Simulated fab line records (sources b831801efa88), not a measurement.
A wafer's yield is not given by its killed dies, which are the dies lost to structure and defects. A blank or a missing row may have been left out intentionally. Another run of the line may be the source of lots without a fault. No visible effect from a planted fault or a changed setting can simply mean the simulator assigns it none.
Problem report, 8D (eight disciplines) form, completed by code / flow gf180mcu / the parts of the form that need people (team, actions taken, sign-off) are left out

== 1. WHAT IS WRONG ==
Mean of heater power total W at GF_V5_PEB_12: 87.21 W across 9 wafers in 3 lots; on wafers with no fault it is 85.68 W (standard deviation 0.081). Relative to the usual mean, that is a shift of +19 standard deviations.
The step: peb time 90 s.
First seen on wafer L725.1, day 31 07:31, on litho track-03. The record has a number at this step for 36 wafers belonging to 12 lots. The rule behind "out" and "out of limits": a value lying over 4 standard deviations away from the usual mean. The other wafers with a number count as sound.

== 2. WHAT IT IS; WHAT IT IS NOT ==
question=which readings at this step | is=heater power total W | is not=-
question=which lots | is=L725, L726, L729 | is not=L712, L714, L716, L719, L720, L721, L724, L727, L734
question=which wafers of those lots | is=all that have a number | is not=-
question=read on which tools | is=litho track-03 | is not=litho track-01, litho track-02
question=when | is=from day 31 07:31 | is not=up to then (21 sound wafers); but 6 sound wafers of L727, L734 came after

== 3. THE SUSPECTS, EACH WITH WHAT RULES IT OUT ==
Counting: a tool at a process step up to the reading stays a suspect if it ran every lot that is out and no sound lot after the first of them.
- litho track-03 at GF_V5_PEB_12 (peb time 90 s): kept. Every lot that is out went through it, starting with L725 (day 31 07:31), and after that it ran no sound lot; the last sound lot it ran before then is L720 (day 30 01:55). On those wafers its own readings are out: heater power total W.
Remaining after the count: litho track-03 at GF_V5_PEB_12.

== 4. THE CAUSE (what the simulator had put in) ==
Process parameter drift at GF_V5_PEB_12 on litho track-03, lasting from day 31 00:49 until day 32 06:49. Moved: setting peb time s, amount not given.
This tool alone remained once counting was done.

== 5. SEQUENCE OF EFFECTS, ordered by route ==
Rows list readings where the struck wafers' mean (over those with a number) sits beyond 3 standard deviations from the usual. Readings are gone through only where the record gives a usual standard deviation; hours: the median, over the lots, of the time from a lot's start at the first step in this table giving one to that lot's start at this step; sigmas: the change measured in usual standard deviations.
hours=0; step=GF_V5_PEB_12; reading=heater power total W; usual=85.68 W; on struck wafers=87.21; change=+1.53; sigmas=+19
The process steps in it:
- GF_V5_PEB_12: peb time 90 s.

== 6. WHAT WOULD HAVE CAUGHT IT SOONER ==
7 hours passed between the start of the fault at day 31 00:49 and the first reading out of limits in this record, taken at day 31 07:31.
